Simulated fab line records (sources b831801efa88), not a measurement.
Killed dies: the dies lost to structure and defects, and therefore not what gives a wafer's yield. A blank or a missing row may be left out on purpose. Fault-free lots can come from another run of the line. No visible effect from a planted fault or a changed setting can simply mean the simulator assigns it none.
One fault seen from 2 desks -- flow gf180mcu -- what lay behind the numbers comes last; until then each desk has only its own

## AT THE METROLOGY DESK
Means of the sampled wafers that have a number, per lot and without regard to the tool the lot ran on: this is what the gauges read. Marked OUT: a lot whose mean sits more than 4 standard deviations from the usual mean, which makes it out of limits; the brackets give that distance.
Columns: A = PASSIVATION_CVD_00_THK at GF_PASSIVATION_THK_MEAS_01, usual 1003 nm
lot,first seen here,A
L253,day 28 11:59,1006
L256,day 29 11:29,1019
L257,day 29 21:34,1003
L258,day 30 00:55,1019
L260,day 30 23:56,996
L262,day 31 11:26,1011
L265,day 32 07:43,997
L269,day 33 03:04,1002
L273,day 34 01:20,979
L274,day 34 10:09,1002
This desk's finding: nothing out of limits on any of the 10 lots.

## FOR THE TOOL OWNER'S DESK: pecvd-03
The tool's own readings at GF_PASSIVATION_CVD_00 (deposits SiO2 from TEOS, target thk 1000 nm, time 111.95 s): means of the sampled wafers that have a number, for each lot that ran on this tool. Marked OUT: a lot whose mean sits more than 4 standard deviations from the usual mean, which makes it out of limits; the brackets give that distance.
Columns: A = heaterPowerW at GF_PASSIVATION_CVD_00, usual 638 W
lot,first seen here,A
L260,day 30 23:52,615
L269,day 33 02:59,561
L273,day 34 01:14,559
This desk's finding: nothing out of limits on any of the 3 lots.

## ALL TOGETHER
The metrology desk saw nothing out of limits.
Nothing out of limits was seen by the tool owner's desk.

## WHAT THE SIMULATOR PUT IN
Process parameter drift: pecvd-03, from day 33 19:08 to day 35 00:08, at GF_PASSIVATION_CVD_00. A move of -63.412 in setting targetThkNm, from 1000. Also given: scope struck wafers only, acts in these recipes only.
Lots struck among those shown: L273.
